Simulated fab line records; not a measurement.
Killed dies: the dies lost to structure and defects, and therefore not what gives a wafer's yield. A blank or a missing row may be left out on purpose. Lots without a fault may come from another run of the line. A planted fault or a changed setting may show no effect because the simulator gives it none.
Which tool was responsible? / flow sky130 / 21 wafers from 7 lots sampled at 2 of the route's 708 steps

== WHAT THE GAUGES SHOWED, per wafer ==
SKY_NWELL_OVL_MEAS_10.
lot=L865; measured=day 4 20:03; on=overlay-01; NWELL_00_OVL (nm)=-1.2 -0.4 -2.3
lot=L877; measured=day 7 13:26; on=overlay-01; NWELL_00_OVL (nm)=-0.6 -0.2 -2.8
lot=L881; measured=day 8 23:55; on=overlay-01; NWELL_00_OVL (nm)=0.2 -1.1 0.0
lot=L883; measured=day 9 11:50; on=overlay-01; NWELL_00_OVL (nm)=1.0 2.2 -0.5
lot=L885; measured=day 9 22:31; on=overlay-01; NWELL_00_OVL (nm)=-0.4 0.6 -1.4
lot=L887; measured=day 11 13:31; on=overlay-01; NWELL_00_OVL (nm)=-1.8 -1.6 -3.0

== EACH LOT AND THE TOOL THAT RAN IT (in order: tool; ch and the chambers of the sampled wafers; start) ==
lot=L865; SKY_FIELD_ISO_WET_ETCH_21=wet_bench-02 ch 3, day 2 10:43
lot=L867; SKY_FIELD_ISO_WET_ETCH_21=wet_bench-01 ch 2, day 2 22:11
lot=L877; SKY_FIELD_ISO_WET_ETCH_21=wet_bench-04 ch 1, day 5 00:04
lot=L881; SKY_FIELD_ISO_WET_ETCH_21=wet_bench-01 ch 0, day 5 23:53
lot=L883; SKY_FIELD_ISO_WET_ETCH_21=wet_bench-04 ch 3, day 6 07:52
lot=L885; SKY_FIELD_ISO_WET_ETCH_21=wet_bench-02 ch 1, day 6 17:49
lot=L887; SKY_FIELD_ISO_WET_ETCH_21=wet_bench-04 ch 1, day 8 13:25
- SKY_FIELD_ISO_WET_ETCH_21: etches SiO2 in dHF, target depth 20 nm, time 400 s.

== THE ANSWER, worked out from the rows above alone ==
Rule: the usual values come from the lots themselves. The widest of any qualifying gaps counts: lots, ordered by their means at a reading, are off when they make up no more than a third of the lots, leave a main group of 4 or more, and stand apart from it by 3 or more times the standard deviation of that group's means. A main group is skipped when, at the precision printed for the reading in the tables above, its means are all equal. Also off: a lot with no number at a reading for which 4 or more lots have one. Where the step has rows for the other lots, those lots are counted as sound.
Nothing can be told from this: no lot is off at any reading shown.

== WHAT THE SIMULATOR PUT IN ==
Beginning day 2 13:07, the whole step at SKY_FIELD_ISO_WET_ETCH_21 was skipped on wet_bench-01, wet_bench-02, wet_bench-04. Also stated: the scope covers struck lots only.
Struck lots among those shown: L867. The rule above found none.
